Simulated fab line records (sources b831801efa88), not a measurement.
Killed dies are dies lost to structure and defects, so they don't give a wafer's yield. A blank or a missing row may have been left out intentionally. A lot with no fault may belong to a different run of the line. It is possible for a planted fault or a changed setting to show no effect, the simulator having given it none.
A struck lot beside a sound one + flow sky130 + 15 steps out of a route of 708
Sound: the wafers L434.2, L434.3, L434.5. Wafers L445.2, L445.5, L445.6 were the ones struck. Last of all comes the cause.
Each step with rows lists, per side, the tool, then ch with its chambers, then its first start. Under that, the readings that differ: sound wafers + struck wafers + difference of the means + sigmas: that difference in standard deviations of wafers without a fault.
alike: a reading whose means differ by less than 2 such deviations, as well as words and numbers matching on both sides. not compared: withheld readings; readings where some wafer has no value; bounds like >300 that might hide an equal value; numbers whose values overlap and for which the record gives no deviation.
Wherever a step has rows on one side only, a row that says differs or no value, or a row with sigmas, the two part there. When numbers do not overlap yet have no deviation, they are printed without sigmas and do not part them. A reading that every wafer of one side lacks parts them only if that side has two wafers or more.

first, 4 steps without rows for these wafers: SKY_RES_XHIGH_EXPOSE_04 (exposes mask URPM, target cd 1270 nm); SKY_RES_XHIGH_PEB_05; SKY_RES_XHIGH_DEVELOP_06 (develop time 60 s); SKY_RES_XHIGH_IMPLANT_07.
SKY_RES_XHIGH_STRIP_08: strips in O2/N2.
  sound on plasmaAsher-01 ch 0,1, day 30 02:43; struck on plasmaAsher-04 ch 0,1, day 33 04:22
| reading                  | sound       | struck      | difference | sigmas |
|--------------------------|-------------|-------------|------------|--------|
| drypumpMotorCurrentA (A) | 6.0 5.4 6.0 | 4.7 5.2 4.7 | -0.9       | -2     |
  alike: oesProductAu, stripTimeToEndpointS
  not compared: rfHoursCounterH
SKY_RES_XHIGH_TW_MEAS_09:
  sound on filmMetro-01, day 30 02:49; struck on filmMetro-03, day 33 04:28
| reading      | sound          | struck         | difference | sigmas |
|--------------|----------------|----------------|------------|--------|
| RES_XHIGH_TW | 1630 1620 1625 | 1672 1663 1675 | +45        | +3     |
then, 6 steps without rows for these wafers: SKY_SD_N_DEHYDRATE_00 (time 60 s); SKY_SD_N_HMDS_01 (prime time 60 s); SKY_SD_N_COAT_02 (resist thk 1140 nm); SKY_SD_N_SOFTBAKE_03 (time 60 s); SKY_SD_N_EXPOSE_04 (exposes mask NSDM, target cd 380 nm); SKY_SD_N_PEB_05.
SKY_SD_N_DEVELOP_06: develop time 60 s.
  sound on lithoTrack-02 ch 0, day 31 06:11; struck on lithoTrack-02 ch 0, day 34 06:47
| reading            | sound             | struck            | difference | sigmas |
|--------------------|-------------------|-------------------|------------|--------|
| developerTempC (C) | 23.05 22.97 23.16 | 22.21 22.29 22.16 | -0.84      | -8     |
SKY_SD_N_CD_MEAS_07: target cd 380 nm.
  sound on cdSem-02, day 31 06:21; struck on cdSem-01, day 34 06:55
  alike: cdNm
following that, these wafers have no rows for 1 step: SKY_PAD_OPEN_PROBE_99.

== WHERE THEY PART ==
First at SKY_RES_XHIGH_STRIP_08; last, within this record, at SKY_SD_N_DEVELOP_06. Later steps at which nothing parts them and some readings are alike: SKY_SD_N_CD_MEAS_07.

WHY: what had been put in by the simulator
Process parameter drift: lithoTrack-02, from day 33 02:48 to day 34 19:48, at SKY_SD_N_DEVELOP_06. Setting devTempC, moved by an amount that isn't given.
